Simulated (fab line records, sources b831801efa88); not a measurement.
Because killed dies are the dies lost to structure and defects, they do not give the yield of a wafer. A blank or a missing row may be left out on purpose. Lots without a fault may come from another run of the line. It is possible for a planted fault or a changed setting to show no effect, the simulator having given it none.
A struck lot beside a sound one	flow sky130	17 steps out of a route of 708
Sound: the wafers L905.1, L905.2, L905.4. The struck wafers were L915.2, L915.3, L915.5. At the end, the cause is stated.
Order at every step that has rows: each side's tool, ch and its chambers, its first start. Under that, the readings that differ: sound wafers	struck wafers	difference of the means	sigmas: that difference in standard deviations of wafers without a fault.
alike: a reading whose means differ by less than 2 such deviations, as well as words and numbers matching on both sides. not compared: withheld readings; readings where some wafer has no value; bounds like >300 that might hide an equal value; numbers whose values overlap and for which the record gives no deviation.
Wherever a step has rows on one side only, a row that says differs or no value, or a row with sigmas, the two part there. Non-overlapping numbers with no deviation appear without sigmas and do not part them. Lack of a reading on every wafer of one side parts them only where that side has two or more wafers.

first, 3 steps without rows for these wafers: SKY_VIA1_EXPOSE_09 (exposes mask VIM, target cd 150 nm); SKY_VIA1_PEB_10; SKY_VIA1_DEVELOP_11 (develop time 60 s).
SKY_VIA1_CD_MEAS_12: the cd target is 150 nm.
  sound on cd-sem-02 at day 35 03:46; struck on cd-sem-02 at day 38 12:37
  alike: cd-nm
SKY_VIA1_OVL_MEAS_13:
  sound on overlay-02 at day 35 03:53; struck on overlay-01 at day 38 12:43
  alike: VIA1_OVL
SKY_VIA1_ETCH_14: etches BARC in N2/H2, stops on SiO2, time 45.9 s, target depth 60 nm.
  sound on rie-diel-04 ch 1,2,3, day 35 03:55; struck on rie-diel-04 ch 0,1,3, day 38 12:44
  alike: chamber-pressure-mTorr, drypump-motor-current-A, oes-product-au, throttle-valve-pct
  not compared: rf-hours-counter-h
SKY_VIA1_ETCH_15: etches SiO2 in C4F8/O2/Ar, stops on TiN, target depth 351 nm, time 54 s.
  sound on rie-diel-04 ch 1,2,3, day 35 03:58; struck on rie-diel-04 ch 0,1,3, day 38 12:47
  alike: chamber-pressure-mTorr, oes-product-au
  not compared: rf-hours-counter-h
SKY_VIA1_STRIP_16: strips in O2/N2.
  sound on plasma-asher-02 ch 0,1, day 35 04:00; struck on plasma-asher-03 ch 1, day 38 12:50
  alike: chamber-pressure-mTorr, drypump-motor-current-A, oes-product-au, strip-time-to-endpoint-s
  not compared: rf-hours-counter-h
then, 3 steps without rows for these wafers: SKY_VIA1_STRIP_17 (strips in post etch residue remover, time 1200 s); SKY_VIA1_CLEAN_18 (cleans in IPA, time 180 s); SKY_VIA1_CLEAN_19 (cleans in O3/DIW).
SKY_VIA1_SPUTTER_20: material TiN, target thk 20 nm, time 80 s.
  sound on pvd-sputter-01 at day 35 04:43; struck on pvd-sputter-01 at day 38 13:26
  alike: throttle-valve-pct
SKY_VIA1_CVD_21: deposits W, target thk 270 nm, time 80.902 s.
  sound on cvd-w-02 ch 0,1, day 35 04:47; struck on cvd-w-02 ch 0,1, day 38 13:29
reading	sound	struck	difference	sigmas
chamber-pressure-Torr (Torr)	40.00 40.07 40.05	43.90 43.98 44.09	+3.95	+46
model.W_of_VIA1_CVD_21.thk-nm (nm)	268.9 274.6 273.1	283.5 282.6 283.2	+10.9	
  alike: heater-power-w
SKY_VIA1_RS_MEAS_22: the measuring method here is four-point-probe.
  sound on film-metro-01 at day 35 04:52; struck on film-metro-04 at day 38 13:37
reading	sound	struck	difference	sigmas
VIA1_W_RS (ohm/sq)	0.428 0.419 0.421	0.406 0.407 0.406	-0.016	-3
SKY_VIA1_THK_MEAS_23: measures by xrf.
  sound on film-metro-01 at day 35 04:59; struck on film-metro-04 at day 38 13:43
reading	sound	struck	difference	sigmas
VIA1_W_THK (nm)	274 280 278	288 286 284	+9	+3
SKY_VIA1_CMP_24: polishes, stops on SiO2, t overpolish 15 s, target thk 0 nm.
  sound on cmp-01 ch 0,2,3, day 35 05:03; struck on cmp-01 ch 0,1,3, day 38 13:52
  alike: motor-current-A, overpolish-run-s, time-to-endpoint-s
-- the record jumps here: 11 days lie between the struck wafers' starts before and after (it left off in module VIA1 and takes up again in module PAD_OPEN, whose first step shown is number 708 of the route) --
SKY_PAD_OPEN_PROBE_99:
  sound on prober-02 at day 47 00:26; struck on prober-02 at day 49 11:53
  alike: defect-limited-yield, killed_at_M0_to_M3, killed_at_M4_up, killed-at-contacts, killed-at-front-end, killed-at-other, killed-dies, killed-on-rim, killed-open, killed-short, sort_bin_3_pad_short, sort_bin_5_function, sort_bin_6_memory, sort_bin_8_speed, sort-n-pass, sort-yield-pct

## WHERE THEY PART
Last at SKY_VIA1_THK_MEAS_23 as far as this record goes, first at SKY_VIA1_CVD_21. Later steps at which nothing parts them and some readings are alike: SKY_VIA1_CMP_24, SKY_PAD_OPEN_PROBE_99.

WHY: the cause the simulator had injected
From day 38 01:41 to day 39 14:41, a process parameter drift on cvd-w-02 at SKY_VIA1_CVD_21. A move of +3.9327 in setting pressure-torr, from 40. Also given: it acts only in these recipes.
